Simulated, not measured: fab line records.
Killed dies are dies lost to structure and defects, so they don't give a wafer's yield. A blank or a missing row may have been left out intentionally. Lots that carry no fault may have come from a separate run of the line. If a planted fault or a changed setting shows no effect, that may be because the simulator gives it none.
One fault through the eyes of 2 desks + flow sky130 + each desk has only its own numbers; what lay behind them comes last

AT THE METROLOGY DESK
What the gauges read for every lot (on any tool): the sampled wafers with a number, averaged. If a lot's mean is further than 4 standard deviations from the usual mean, the lot is out of limits and carries the mark OUT (the distance appears in the brackets).
Columns: A = GATE_OXIDE_OVL at SKY_GATE_OXIDE_OVL_MEAS_10, usual -1.3 nm; B = GATE_OXIDE_TW at SKY_GATE_OXIDE_TW_MEAS_14, usual 223.5; C = LDD_HVN_TW at SKY_LDD_HVN_TW_MEAS_10, usual 1430
| lot  | first seen here | A    | B     | C                    |
|------|-----------------|------|-------|----------------------|
| L629 | day 13 11:40    | -2.6 | 223.4 | 1437                 |
| L631 | day 14 03:36    | -0.9 | 225.8 | 1438                 |
| L632 | day 15 04:15    | -0.1 | 224.4 | 1417                 |
| L633 | day 15 06:43    | -0.2 | 223.6 | 1409                 |
| L634 | day 15 23:40    | -1.8 | 223.5 | 1413                 |
| L636 | day 16 09:13    | -1.4 | 225.8 | 1425                 |
| L638 | day 16 20:15    | -2.6 | 222.7 | 1447                 |
| L639 | day 17 07:25    | -1.4 | 225.8 | 1425                 |
| L640 | day 17 12:13    | -0.6 | 226.2 | 1443                 |
| L651 | day 21 19:39    | -0.9 | 225.7 | 1442                 |
| L649 | day 21 20:10    | -1.0 | 219.8 | 30 (-99 or more) OUT |
This desk finds L649 out of limits, with the earliest case on L649 at day 28 08:41 (LDD_HVN_TW at SKY_LDD_HVN_TW_MEAS_10). In limits: L629, L631, L632, L633, L634, L636, L638, L639, L640, L651.

DESK OF THE TOOL OWNER: plasmaAsher-01
The tool's own readings at SKY_LDD_P_STRIP_10 (strips in O2/N2): means of the sampled wafers that have a number, for each lot that ran on this tool. If a lot's mean is further than 4 standard deviations from the usual mean, the lot is out of limits and carries the mark OUT (the distance appears in the brackets).
Columns: A = drypumpMotorCurrentA at SKY_LDD_P_STRIP_10, usual 5.7 A; B = oesProductAu at SKY_LDD_P_STRIP_10, usual 0.716 a.u.; C = stripTimeToEndpointS at SKY_LDD_P_STRIP_10, usual 14.19 s
| lot  | first seen here | A   | B               | C     |
|------|-----------------|-----|-----------------|-------|
| L638 | day 22 10:49    | 5.0 | 0.717           | 14.22 |
| L640 | day 23 01:21    | 5.4 | 0.712           | 14.16 |
| L649 | day 27 04:04    | 5.2 | 0.924 (+44) OUT | -     |
This desk's finding: out of limits on L649; first on L649, day 27 04:04 (oesProductAu at SKY_LDD_P_STRIP_10). In limits: L638, L640.

BROUGHT TOGETHER
The tool owner's desk could have raised an alarm at day 27 04:04, on L649.
L649 would have let the metrology desk raise an alarm at day 28 08:41.
On plasmaAsher-01, each named lot ran SKY_LDD_P_STRIP_10.

WHAT THE SIMULATOR PUT IN
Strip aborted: plasmaAsher-01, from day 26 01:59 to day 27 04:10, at SKY_LDD_P_STRIP_10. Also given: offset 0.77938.
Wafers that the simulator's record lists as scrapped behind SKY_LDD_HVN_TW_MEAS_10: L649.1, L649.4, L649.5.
Shown lots that were struck: L649.
Fault start to first reading out of limits, in hours, per desk: tool owner, 26; metrology, 55.
